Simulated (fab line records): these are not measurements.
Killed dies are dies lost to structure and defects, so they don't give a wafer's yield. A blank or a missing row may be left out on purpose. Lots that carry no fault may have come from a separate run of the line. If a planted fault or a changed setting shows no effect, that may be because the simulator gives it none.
The same fault as seen by 2 desks    flow gf180mcu    each desk has only its own numbers; what lay behind them comes last

== AT THE TOOL OWNER'S DESK: rie-si-02 ==
The tool's own readings at GF_POLY_GATE_ETCH_13 (etches poly-Si in HBr/Cl2, stops on SiO2, target depth 198.5 nm, time 69.6 s): means of the sampled wafers that have a number, for each lot that ran on this tool. If a lot's mean is further than 4 standard deviations from the usual mean, the lot is out of limits and carries the mark OUT (the distance appears in the brackets).
Columns: A = chamber-pressure-mTorr at GF_POLY_GATE_ETCH_13, usual 10.000 mTorr; B = drypump-motor-current-A at GF_POLY_GATE_ETCH_13, usual 5.8 A; C = oes-product-au at GF_POLY_GATE_ETCH_13, usual 0.988 a.u.; D = run-length-s at GF_POLY_GATE_ETCH_13, usual 97.7 s; E = throttle-valve-pct at GF_POLY_GATE_ETCH_13, usual 33.684 %
lot   first seen here  A       B    C      D               E
L718  day 9 02:02      9.999   5.8  0.989  97.6            33.685
L721  day 10 03:43     9.995   5.5  0.987  97.4            33.688
L723  day 10 21:34     10.001  5.8  0.985  98.0            33.677
L724  day 11 04:28     10.005  5.6  0.985  97.5            33.676
L725  day 11 11:19     10.001  5.5  0.998  98.0            33.684
L726  day 11 14:58     10.001  5.6  0.992  97.6            33.678
L727  day 11 18:37     10.000  5.8  0.995  83.5 (-31) OUT  33.697
L739  day 15 10:13     10.004  5.8  0.996  98.1            33.682
L741  day 16 02:31     9.998   5.5  0.992  97.6            33.686
This desk finds L727 out of limits, L727 being first, at day 11 18:37 (run-length-s at GF_POLY_GATE_ETCH_13). L718, L721, L723, L724, L725, L726, L739, L741: within limits.

== FROM THE METROLOGY DESK ==
What the gauges read for every lot (on any tool): the sampled wafers with a number, averaged. If a lot's mean is further than 4 standard deviations from the usual mean, the lot is out of limits and carries the mark OUT (the distance appears in the brackets).
Columns: A = NWELL_RS at GF_VT_IMPLANT_RS_MEAS_47, usual 487.1 ohm/sq; B = cd-nm at GF_POLY_GATE_CD_MEAS_18, usual 279.3 nm
lot   first seen here  A      B
L718  day 7 10:50      484.6  278.0
L720  day 8 03:04      485.3  279.4
L721  day 8 09:07      488.3  279.3
L723  day 8 22:52      485.2  280.7
L724  day 9 05:30      488.5  278.9
L725  day 9 15:40      486.9  278.2
L726  day 9 18:44      488.4  280.3
L727  day 9 23:07      485.9  279.4
L729  day 10 16:14     489.4  278.0
L738  day 13 05:14     489.2  281.6
L739  day 13 08:14     486.0  279.0
L740  day 13 17:58     487.8  278.4
L741  day 14 02:41     485.8  279.2
This desk's verdict: no lot among the 13 shows anything out of limits.

== PUT TOGETHER ==
On L727, at day 11 18:37, an alarm was possible from the tool owner's desk.
The metrology desk saw nothing out of limits.
The metrology desk has L727 on record, within its limits.
GF_POLY_GATE_ETCH_13 was run on rie-si-02 by each of the lots named.

== WHAT THE SIMULATOR HAD INSERTED ==
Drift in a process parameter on rie-si-02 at GF_POLY_GATE_ETCH_13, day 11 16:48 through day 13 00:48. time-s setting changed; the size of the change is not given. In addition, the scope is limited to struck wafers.
Lots struck among those shown: L727.
Delay in hours, fault start to first out-of-limits reading, by desk: the tool owner's desk at 2.
